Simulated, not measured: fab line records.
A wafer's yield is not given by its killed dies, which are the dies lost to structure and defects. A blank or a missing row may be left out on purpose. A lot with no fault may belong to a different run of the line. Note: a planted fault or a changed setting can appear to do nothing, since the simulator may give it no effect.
fab line records	flow sfq_line	part 1 of 2: steps 1 to 27 of 38
record lots=5	wafers=15	last_day=88
route steps=325 shown I2@113 M3@118 I3@133 M4@148
lots that met no fault: from a run of the same line without faults
start_h: the number of hours between the record's first day and the start of the first shown wafer of the lot	wait_h: time in hours since the lot's previous step	" identical to the entry in the row above	L1.1+2: one row covering several wafers at once	- no value, or no start given	* or withheld: withheld	< > ~ a bound
route shown NAME@n: names a module that has steps shown in the file, with the first one's number in the route	usual: mean/standard deviation of fault-free wafers	same: alike in all rows	chamber/n: place in a boat	sites: each site's reading	_std_site: how widely they spread, as a standard deviation	_edge_site: mean of outer sites minus mean of inner sites	radius_mm: how far each site lies from the wafer's centre	mask NAME#n: copy n	behind: the most recent tool/chamber to have shaped the wafer	hold: what put the lot on hold/how long, in hours/how the hold closed	device: transistor that didn't switch, given as n, p or np	end of line: tests of these same wafers at the route's end	a step without rows: its recipe alone	killed: not the wafer's yield, but the dies lost to structure and defects at the first sort	map: a wafer's dies, marking killed ones x, the rest . and places with no die _
set.NAME: setting as actually run; set.NAME@STEP: the setting as run at that earlier step	model.NAME: the simulator's own value behind a step, which no gauge read
certain route steps with their lots: each step a table, each wafer a row
services: when a tool's chamber went out of use (start_h, in hours from the record's first day, below 0 if earlier), for how many hours, and the reason
## steps
# step SFQ_I2_OVL_MEAS_918
# usual I2_OVL=1/5.4
lot.wafer	tool	chamber	start_h	wait_h	I2_OVL[nm]
L077.2	overlay-01	-	554.04	0.1	1
L077.3	"	-	"	"	6
L077.4	"	-	"	"	8
L084.2	overlay-02	-	633.34	0.1	-2
L084.3	"	-	"	"	-1
L084.6	"	-	"	"	0
L087.3	overlay-01	-	668.65	0.1	-10
L087.5	"	-	"	"	-10
L087.6	"	-	"	"	-10
L091.2	overlay-01	-	714.25	0.1	4
L091.3	"	-	"	"	4
L091.6	"	-	"	"	7
L096.2	overlay-01	-	763.27	0.1	2
L096.5	"	-	"	"	2
L096.6	"	-	"	"	-1
# step SFQ_TRILAYER_I2_VIA_BARC_OPEN_VIA_ETCH_096
# recipe mask_material=PR	chemistry=O2	target_depth_nm=125	target=BARC	source_w=500	bias_w=80	pressure_mtorr=30	time_s=41.7
# usual drypump_motor_current_A=5.9/0.63	oes_product_au=0.685/0.0044
lot.wafer	tool	chamber	start_h	wait_h	drypump_motor_current_A	oes_product_au	rf_hours_counter_h
L077.2	rie_diel-04	3	554.07	0.0	6.7	0.679	70
L077.3	"	2	"	"	6.4	0.686	20
L077.4	"	0	"	"	6.3	0.688	62
L084.2	rie_diel-01	0	633.37	0.0	6.0	0.685	58
L084.3	"	3	"	"	5.8	0.687	6
L084.6	"	3	"	"	5.8	0.675	-
L087.3	rie_diel-03	1	668.68	0.0	6.3	0.678	5
L087.5	"	3	"	"	6.1	0.678	-
L087.6	"	1	"	"	6.3	0.684	-
L091.2	rie_diel-01	0	714.28	0.0	6.0	0.685	60
L091.3	"	2	"	"	5.8	0.678	7
L091.6	"	3	"	"	5.8	0.689	-
L096.2	rie_diel-04	1	763.30	0.0	5.2	0.686	6
L096.5	"	3	"	"	6.7	0.682	-
L096.6	"	2	"	"	6.5	0.684	-
# step SFQ_TRILAYER_I2_VIA_ETCH_VIA_ETCH_070
# recipe target=SiO2	stop_on=Nb	mask_material=PR	taper_deg=20	chemistry=CHF3	target_depth_nm=260	source_w=500	bias_w=80	pressure_mtorr=30	time_s=withheld
# usual drypump_motor_current_A=5.9/0.63	oes_product_au=0.855/0.005
lot.wafer	tool	chamber	start_h	wait_h	drypump_motor_current_A	oes_product_au
L077.2	rie_diel-04	3	554.11	0.0	6.7	0.854
L077.3	"	2	"	"	6.5	0.846
L077.4	"	0	"	"	6.3	0.848
L084.2	rie_diel-01	0	633.41	0.0	6.0	0.856
L084.3	"	3	"	"	5.8	0.856
L084.6	"	3	"	"	5.8	0.855
L087.3	rie_diel-03	1	668.72	0.0	6.3	0.861
L087.5	"	3	"	"	6.1	0.856
L087.6	"	1	"	"	6.3	0.854
L091.2	rie_diel-01	0	714.32	0.0	6.0	0.859
L091.3	"	2	"	"	5.8	0.860
L091.6	"	3	"	"	5.8	0.852
L096.2	rie_diel-04	1	763.34	0.0	5.2	0.844
L096.5	"	3	"	"	6.7	0.862
L096.6	"	2	"	"	6.4	0.858
# step SFQ_TRILAYER_I2_VIA_STRIP_STRIP_071
# recipe gas=O2	power_w=200	platen_temp_c=40	overash_fraction=0.65	chemistry=O2	pressure_mtorr=50
# usual drypump_motor_current_A=5.52/0.24	oes_product_au=1.002/0.011
# same overash_fraction=0.65
lot.wafer	tool	chamber	start_h	wait_h	drypump_motor_current_A	oes_product_au	rf_hours_counter_h
L077.2	rie_metal-02	1	554.22	-	5.81	1.005	120
L077.3	"	0	"	"	5.22	0.986	-
L077.4	"	1	"	"	5.82	1.008	-
L084.2	rie_metal-04	0	633.52	-	5.58	0.996	51
L084.3	"	0	"	"	5.57	1.001	-
L084.6	"	1	"	"	5.58	0.989	-
L087.3	rie_metal-03	0	669.03	-	5.14	1.012	-
L087.5	"	1	"	"	5.78	1.009	-
L087.6	"	0	"	"	5.15	1.010	-
L091.2	rie_metal-03	1	714.43	-	5.80	1.017	117
L091.3	"	1	"	"	5.79	1.002	-
L091.6	"	1	"	"	5.79	1.017	-
L096.2	rie_metal-04	0	763.46	-	5.57	0.999	78
L096.5	"	1	"	"	5.58	0.999	-
L096.6	"	0	"	"	5.62	1.013	-
# step SFQ_TRILAYER_I2_VIA_STRIP_SOLV_CLEAN_072
# recipe chemistry=NMP	temp_c=70	time_s=600
# usual temp_c=69.99/0.14
lot.wafer	tool	chamber	start_h	wait_h	temp_c
L077.2	wet_bench-02	1	554.82	0.4	70.08
L077.3	"	5	"	"	70.02
L077.4	"	4	"	"	69.94
L084.2	wet_bench-04	7	634.12	0.4	69.86
L084.3	"	5	"	"	70.00
L084.6	"	0	"	"	69.84
L087.3	wet_bench-01	4	669.43	0.2	70.21
L087.5	"	3	"	"	70.05
L087.6	"	6	"	"	70.13
L091.2	wet_bench-01	1	715.03	0.4	70.13
L091.3	"	0	"	"	70.10
L091.6	"	4	"	"	69.99
L096.2	wet_bench-01	3	764.06	0.4	69.94
L096.5	"	4	"	"	70.21
L096.6	"	2	"	"	69.81
# step SFQ_TRILAYER_M3_DEP_PRE_CLEAN_074
# recipe gas=Ar	time_s=22.5	bias_v=250
lot.wafer	tool	chamber	start_h	wait_h
L077.2+3+4	pvd_sputter-06	-	555.00	0.0
L084.2+3+6	pvd_sputter-04	-	634.30	0.0
L087.3+5+6	pvd_sputter-04	-	669.61	0.0
L091.2+3+6	pvd_sputter-04	-	715.21	0.0
L096.2+5+6	pvd_sputter-04	-	764.23	0.0
# step SFQ_TRILAYER_M3_DEP_SPUTTER_073
# recipe material=Nb	base_pressure_pa=1.33e-06	chamber_pressure_pa=0.1333	substrate_temp_c=20	resputter_cathode_voltage_v=400	target_thk_nm=200	power_w=2000	time_s=133.3
# usual throttle_valve_pct=29.2/1.1
lot.wafer	tool	chamber	start_h	wait_h	throttle_valve_pct
L077.2	pvd_sputter-06	-	555.03	0.0	28.1
L077.3	"	-	"	"	30.0
L077.4	"	-	"	"	28.7
L084.2	pvd_sputter-04	-	634.33	0.0	27.5
L084.3	"	-	"	"	28.7
L084.6	"	-	"	"	29.1
L087.3	pvd_sputter-04	-	669.63	0.0	28.9
L087.5	"	-	"	"	30.4
L087.6	"	-	"	"	29.1
L091.2	pvd_sputter-04	-	715.23	0.0	27.3
L091.3	"	-	"	"	29.0
L091.6	"	-	"	"	27.7
L096.2	pvd_sputter-04	-	764.26	0.0	29.1
L096.5	"	-	"	"	30.2
L096.6	"	-	"	"	29.1
# step SFQ_M3_RS_MEAS_919
# recipe thk_meas_gauge=four-point-probe	reads=Nb_of_TRILAYER_M3_DEP_SPUTTER_073
# usual M3_NB_RS=0.888/0.0091
lot.wafer	tool	chamber	start_h	wait_h	M3_NB_RS[ohm/sq]
L077.2	film_metro-02	-	555.14	0.1	0.892
L077.3	"	-	"	"	0.887
L077.4	"	-	"	"	0.900
L084.2	film_metro-01	-	634.44	0.1	0.869
L084.3	"	-	"	"	0.881
L084.6	"	-	"	"	0.877
L087.3	film_metro-04	-	669.77	0.1	0.902
L087.5	"	-	"	"	0.905
L087.6	"	-	"	"	0.898
L091.2	film_metro-01	-	715.35	0.1	0.883
L091.3	"	-	"	"	0.880
L091.6	"	-	"	"	0.886
L096.2	film_metro-01	-	764.37	0.1	0.895
L096.5	"	-	"	"	0.906
L096.6	"	-	"	"	0.899
# step SFQ_TRILAYER_M3_LITHO_COAT_080
# recipe resist=BARC	spin_rpm=3000	resist_thk_nm=62
lot.wafer	tool	chamber	start_h	wait_h
L077.2+3+4	litho_track-03	0	555.35	0.1
L084.2+3+6	litho_track-02	0	634.65	0.1
L087.3+5+6	litho_track-02	0	670.01	0.1
L091.2+3+6	litho_track-02	0	715.56	0.1
L096.2+5+6	litho_track-03	0	764.58	0.1
# step SFQ_TRILAYER_M3_LITHO_COAT_075
# recipe resist=KrF	spin_rpm=3000	resist_thk_nm=600
lot.wafer	tool	chamber	start_h	wait_h
L077.2+3+4	litho_track-03	0	555.65	0.2
L084.2+3+6	litho_track-02	0	634.95	0.2
L087.3+5+6	litho_track-02	0	670.31	0.2
L091.2+3+6	litho_track-02	0	715.86	0.2
L096.2+5+6	litho_track-03	0	764.88	0.2
# step SFQ_TRILAYER_M3_LITHO_SOFTBAKE_079
# recipe temp_c=withheld	time_s=withheld	resist=KrF
lot.wafer	tool	chamber	start_h	wait_h
L077.2+3+4	litho_track-03	0	555.92	0.2
L084.2+3+6	litho_track-02	0	635.22	0.2
L087.3+5+6	litho_track-02	0	670.56	0.2
L091.2+3+6	litho_track-02	0	716.13	0.2
L096.2+5+6	litho_track-03	0	765.16	0.2
# step SFQ_TRILAYER_M3_LITHO_EXPOSE_076
# recipe mask_id=M3	na=0.6	source_shape=conventional	sigma_outer=0.65	target_cd_nm=500	dose_mj=14.4
# usual reticle_temp_C=22.96/0.091
lot.wafer	tool	chamber	start_h	wait_h	mask	reticle_temp_C
L077.2	krf_scanner-02	0	696.14	-	M3#0	23.04
L077.3	"	0	"	"	M3#0	22.97
L077.4	"	0	"	"	M3#0	23.00
L084.2	krf_scanner-01	0	778.77	-	M3#0	22.93
L084.3	"	0	"	"	M3#0	22.80
L084.6	"	0	"	"	M3#0	22.77
L087.3	krf_scanner-01	0	811.38	-	M3#0	23.02
L087.5	"	0	"	"	M3#0	22.98
L087.6	"	0	"	"	M3#0	22.96
L091.2	krf_scanner-01	0	860.40	-	M3#0	23.08
L091.3	"	0	"	"	M3#0	22.92
L091.6	"	0	"	"	M3#0	22.81
L096.2	krf_scanner-02	0	903.73	-	M3#0	22.83
L096.5	"	0	"	"	M3#0	22.99
L096.6	"	0	"	"	M3#0	22.93
# step SFQ_TRILAYER_M3_LITHO_PEB_078
# recipe peb_temp_c=115	peb_time_s=60	resist=KrF
lot.wafer	tool	chamber	start_h	wait_h
L077.2+3+4	litho_track-03	0	697.17	0.8
L084.2+3+6	litho_track-02	0	779.79	0.8
L087.3+5+6	litho_track-02	0	812.23	0.7
L091.2+3+6	litho_track-01	0	861.43	0.8
L096.2+5+6	litho_track-03	0	904.75	0.8
# step SFQ_TRILAYER_M3_LITHO_DEVELOP_077
# recipe time_s=60	resist=KrF
lot.wafer	tool	chamber	start_h	wait_h
L077.2+3+4	litho_track-03	0	697.32	0.1
L084.2+3+6	litho_track-02	0	779.94	0.1
L087.3+5+6	litho_track-02	0	812.38	0.1
L091.2+3+6	litho_track-01	0	861.58	0.1
L096.2+5+6	litho_track-03	0	904.90	0.1
# step SFQ_M3_OVL_MEAS_921
# usual M3_OVL=0/5.3
lot.wafer	tool	chamber	start_h	wait_h	M3_OVL[nm]
L077.2	overlay-01	-	697.45	0.1	4
L077.3	"	-	"	"	4
L077.4	"	-	"	"	8
L084.2	overlay-01	-	780.07	0.1	-1
L084.3	"	-	"	"	-5
L084.6	"	-	"	"	0
L087.3	overlay-02	-	812.49	0.1	8
L087.5	"	-	"	"	11
L087.6	"	-	"	"	9
L091.2	overlay-02	-	861.71	0.1	-2
L091.3	"	-	"	"	0
L091.6	"	-	"	"	-5
L096.2	overlay-02	-	905.03	0.1	-5
L096.5	"	-	"	"	-3
L096.6	"	-	"	"	-3
# step SFQ_TRILAYER_M3_BARC_OPEN_METAL_ETCH_100
# recipe mask_material=PR	chemistry=O2	target_depth_nm=125	target=BARC	icp_w=600	bias_w=80	pressure_mtorr=10	time_s=41.7
# usual drypump_motor_current_A=5.53/0.13	oes_product_au=0.685/0.0047
lot.wafer	tool	chamber	start_h	wait_h	drypump_motor_current_A	oes_product_au	rf_hours_counter_h
L077.2	rie_metal-01	1	697.48	0.0	5.61	0.684	147
L077.3	"	0	"	"	5.42	0.682	-
L077.4	"	1	"	"	5.58	0.680	-
L084.2	rie_metal-04	1	780.10	0.0	5.57	0.687	5
L084.3	"	1	"	"	5.57	0.687	-
L084.6	"	1	"	"	5.53	0.696	-
L087.3	rie_metal-04	0	812.53	0.0	5.59	0.682	-
L087.5	"	1	"	"	5.53	0.687	-
L087.6	"	0	"	"	5.61	0.688	-
L091.2	rie_metal-04	0	861.74	0.0	5.59	0.683	93
L091.3	"	1	"	"	5.56	0.690	-
L091.6	"	0	"	"	5.58	0.688	-
L096.2	rie_metal-03	1	905.06	0.0	5.81	0.687	143
L096.5	"	0	"	"	5.16	0.683	-
L096.6	"	1	"	"	5.80	0.685	-
# step SFQ_TRILAYER_M3_ETCH_METAL_ETCH_078
# recipe target=Nb	stop_on=SiO2	mask_material=PR	chemistry=Cl2/Ar	target_depth_nm=240	icp_w=600	bias_w=80	pressure_mtorr=10	time_s=120
# usual drypump_motor_current_A=5.53/0.13	oes_product_au=0.895/0.0066
lot.wafer	tool	chamber	start_h	wait_h	drypump_motor_current_A	oes_product_au	rf_hours_counter_h
L077.2	rie_metal-01	1	697.56	0.1	5.60	0.896	147
L077.3	"	0	"	"	5.46	0.893	-
L077.4	"	1	"	"	5.60	0.895	-
L084.2	rie_metal-04	1	780.16	0.0	5.58	0.908	5
L084.3	"	1	"	"	5.53	0.895	-
L084.6	"	1	"	"	5.58	0.907	-
L087.3	rie_metal-04	0	812.61	0.1	5.62	0.890	-
L087.5	"	1	"	"	5.58	0.887	-
L087.6	"	0	"	"	5.58	0.892	-
L091.2	rie_metal-04	0	861.80	0.0	5.57	0.903	93
L091.3	"	1	"	"	5.56	0.893	-
L091.6	"	0	"	"	5.58	0.897	-
L096.2	rie_metal-03	1	905.12	0.0	5.84	0.891	143
L096.5	"	0	"	"	5.14	0.888	-
L096.6	"	1	"	"	5.80	0.886	-
# step SFQ_TRILAYER_M3_STRIP_STRIP_079
# recipe gas=O2	power_w=200	platen_temp_c=40	overash_fraction=0.65	chemistry=O2	pressure_mtorr=50
# usual drypump_motor_current_A=5.53/0.13	oes_product_au=1.002/0.01
# same overash_fraction=0.65
lot.wafer	tool	chamber	start_h	wait_h	drypump_motor_current_A	oes_product_au	rf_hours_counter_h
L077.2	rie_metal-01	1	697.72	0.1	5.57	1.006	147
L077.3	"	0	"	"	5.38	1.003	-
L077.4	"	1	"	"	5.57	1.010	-
L084.2	rie_metal-04	1	780.29	0.1	5.57	0.980	5
L084.3	"	1	"	"	5.57	0.986	-
L084.6	"	1	"	"	5.59	0.985	-
L087.3	rie_metal-04	0	812.90	0.2	5.58	1.006	-
L087.5	"	1	"	"	5.50	0.999	-
L087.6	"	0	"	"	5.58	1.004	-
L091.2	rie_metal-04	0	861.92	0.1	5.60	1.017	93
L091.3	"	1	"	"	5.56	0.994	-
L091.6	"	0	"	"	5.60	1.019	-
L096.2	rie_metal-03	1	905.25	0.1	5.80	1.017	143
L096.5	"	0	"	"	5.18	1.007	-
L096.6	"	1	"	"	5.82	1.000	-
# step SFQ_TRILAYER_M3_STRIP_SOLV_CLEAN_080
# recipe chemistry=NMP	temp_c=70	time_s=600
# usual temp_c=70.00/0.12
lot.wafer	tool	chamber	start_h	wait_h	temp_c
L077.2	wet_bench-03	5	698.52	0.5	69.87
L077.3	"	3	"	"	69.99
L077.4	"	6	"	"	70.02
L084.2	wet_bench-03	5	780.89	0.4	70.18
L084.3	"	1	"	"	69.93
L084.6	"	2	"	"	70.05
L087.3	wet_bench-01	3	813.30	0.2	70.05
L087.5	"	4	"	"	70.13
L087.6	"	7	"	"	69.99
L091.2	wet_bench-01	1	862.52	0.4	70.09
L091.3	"	0	"	"	70.22
L091.6	"	4	"	"	70.20
L096.2	wet_bench-01	3	905.85	0.4	69.82
L096.5	"	1	"	"	69.87
L096.6	"	2	"	"	69.98
# step SFQ_TRILAYER_I3_DEP_PECVD_081
# recipe material=SiO2	temp_c=150	time_s=111.11	pressure_torr=2.4	rf_w=183.3	precursor=SiH4/N2O	target_thk_nm=500
# usual heater_power_w=87/16	throttle_valve_pct=23.9/0.99
lot.wafer	tool	chamber	start_h	wait_h	heater_power_w	throttle_valve_pct
L077.2	pecvd-03	0	698.70	0.0	79	22.9
L077.3	"	1	"	"	71	23.3
L077.4	"	1	"	"	73	23.1
L084.2	pecvd-03	0	781.06	0.0	82	22.6
L084.3	"	1	"	"	75	23.0
L084.6	"	2	"	"	116	25.9
L087.3	pecvd-01	1	813.51	0.0	77	23.7
L087.5	"	1	"	"	78	23.9
L087.6	"	0	"	"	91	24.2
L091.2	pecvd-02	1	862.70	0.0	106	23.7
L091.3	"	0	"	"	83	25.3
L091.6	"	2	"	"	74	24.4
L096.2	pecvd-02	0	906.02	0.0	82	25.3
L096.5	"	2	"	"	82	24.8
L096.6	"	0	"	"	84	25.5
# step SFQ_TRILAYER_I3_CMP_CMP_082
# recipe material=SiO2	down_force_psi=3	platen_rpm=60	pad_velocity_m_s=0.94248
# usual motor_current_A=10.2/0.8	slurry_filter_dp_kPa=13.50/0.15	time_to_endpoint_s=215/8.1
lot.wafer	tool	chamber	start_h	wait_h	motor_current_A	slurry_filter_dp_kPa	time_to_endpoint_s
L077.2	cmp-02	0	720.85	22.1	10.1	13.50	218
L077.3	"	2	721.85	23.1	9.5	13.39	219
L077.4	"	3	"	"	11.1	13.14	222
L084.3	cmp-02	2	809.03	27.9	9.2	13.59	209
L084.2	"	1	810.53	29.4	9.9	13.64	212
L084.6	"	3	811.53	30.4	11.2	13.50	218
L087.3	cmp-01	3	833.52	20.0	10.7	13.46	206
L087.5	"	1	834.52	20.9	10.4	13.40	219
L087.6	"	2	"	"	10.5	13.31	217
L091.2	cmp-01	1	869.16	6.4	10.7	13.51	214
L091.3	"	2	"	"	10.5	13.41	214
L091.6	"	0	870.66	7.9	9.4	13.41	221
L096.2	cmp-01	0	909.07	3.0	9.0	13.52	202
L096.6	"	2	910.07	4.0	10.0	13.26	201
L096.5	"	3	"	"	10.8	13.70	199
# step SFQ_I3_BOW_MEAS_922
# recipe mode=bow
# usual I3_BOW=1/7.2
lot.wafer	tool	chamber	start_h	wait_h	I3_BOW[um]
L077.2	film_metro-03	-	723.87	2.5	-6
L077.3	"	-	"	"	7
L077.4	"	-	"	"	16
L084.2	film_metro-04	-	812.05	1.0	7
L084.3	"	-	"	"	-4
L084.6	"	-	"	"	8
L087.3	film_metro-03	-	835.56	1.5	-3
L087.5	"	-	"	"	2
L087.6	"	-	"	"	-1
L091.2	film_metro-04	-	871.68	2.0	0
L091.3	"	-	"	"	-5
L091.6	"	-	"	"	-1
L096.2	film_metro-03	-	911.09	1.5	-6
L096.5	"	-	"	"	8
L096.6	"	-	"	"	0
# step SFQ_TRILAYER_I3_METRO_MEASURE_083
# usual thk_nm=200.1/1.2
lot.wafer	tool	chamber	start_h	wait_h	thk_nm
L077.2	film_metro-03	-	724.17	0.3	199.6
L077.3	"	-	"	"	199.5
L077.4	"	-	"	"	199.3
L084.2	film_metro-04	-	812.35	0.3	200.0
L084.3	"	-	"	"	199.0
L084.6	"	-	"	"	199.1
L087.3	film_metro-03	-	836.04	0.5	199.2
L087.5	"	-	"	"	201.6
L087.6	"	-	"	"	200.6
L091.2	film_metro-04	-	871.98	0.3	201.6
L091.3	"	-	"	"	198.2
L091.6	"	-	"	"	200.9
L096.2	film_metro-03	-	911.39	0.3	198.0
L096.5	"	-	"	"	198.0
L096.6	"	-	"	"	196.9
# step SFQ_TRILAYER_I3_VIA_LITHO_COAT_090
# recipe resist=BARC	spin_rpm=3000	resist_thk_nm=62
lot.wafer	tool	chamber	start_h	wait_h
L077.2+3+4	litho_track-02	0	725.22	0.8
L084.2+3+6	litho_track-03	0	813.40	0.8
L087.3+5+6	litho_track-04	0	836.94	0.7
L091.2+3+6	litho_track-03	0	873.03	0.8
L096.2+5+6	litho_track-02	0	912.44	0.8
# step SFQ_TRILAYER_I3_VIA_LITHO_COAT_085
# recipe resist=KrF	spin_rpm=3000	resist_thk_nm=650
lot.wafer	tool	chamber	start_h	wait_h
L077.2+3+4	litho_track-02	0	725.52	0.2
L084.2+3+6	litho_track-03	0	813.70	0.2
L087.3+5+6	litho_track-04	0	837.24	0.2
L091.2+3+6	litho_track-03	0	873.33	0.2
L096.2+5+6	litho_track-02	0	912.74	0.2
# step SFQ_TRILAYER_I3_VIA_LITHO_SOFTBAKE_089
# recipe temp_c=withheld	time_s=withheld	resist=KrF
lot.wafer	tool	chamber	start_h	wait_h
L077.2+3+4	litho_track-02	0	725.80	0.2
L084.2+3+6	litho_track-03	0	813.98	0.2
L087.3+5+6	litho_track-04	0	837.49	0.2
L091.2+3+6	litho_track-03	0	873.60	0.2
L096.2+5+6	litho_track-02	0	913.01	0.2
# step SFQ_TRILAYER_I3_VIA_LITHO_EXPOSE_086
# recipe mask_id=I3	na=0.6	source_shape=conventional	sigma_outer=0.65	target_cd_nm=500	dose_mj=21.3
# usual reticle_temp_C=23.01/0.099
lot.wafer	tool	chamber	start_h	wait_h	mask	reticle_temp_C
L077.2	krf_scanner-01	0	727.98	-	I3#0	22.85
L077.3	"	0	"	"	I3#0	22.80
L077.4	"	0	"	"	I3#0	22.77
L084.2	krf_scanner-01	0	949.45	-	I3#0	23.04
L084.3	"	0	"	"	I3#0	23.05
L084.6	"	0	"	"	I3#0	23.16
L087.3	krf_scanner-02	0	972.27	-	I3#0	23.18
L087.5	"	0	"	"	I3#0	23.10
L087.6	"	0	"	"	I3#0	23.14
L091.2	krf_scanner-01	0	1015.88	-	I3#0	23.03
L091.3	"	0	"	"	I3#0	23.05
L091.6	"	0	"	"	I3#0	23.02
L096.2	krf_scanner-02	0	1061.61	-	I3#0	23.12
L096.5	"	0	"	"	I3#0	23.08
L096.6	"	0	"	"	I3#0	22.96
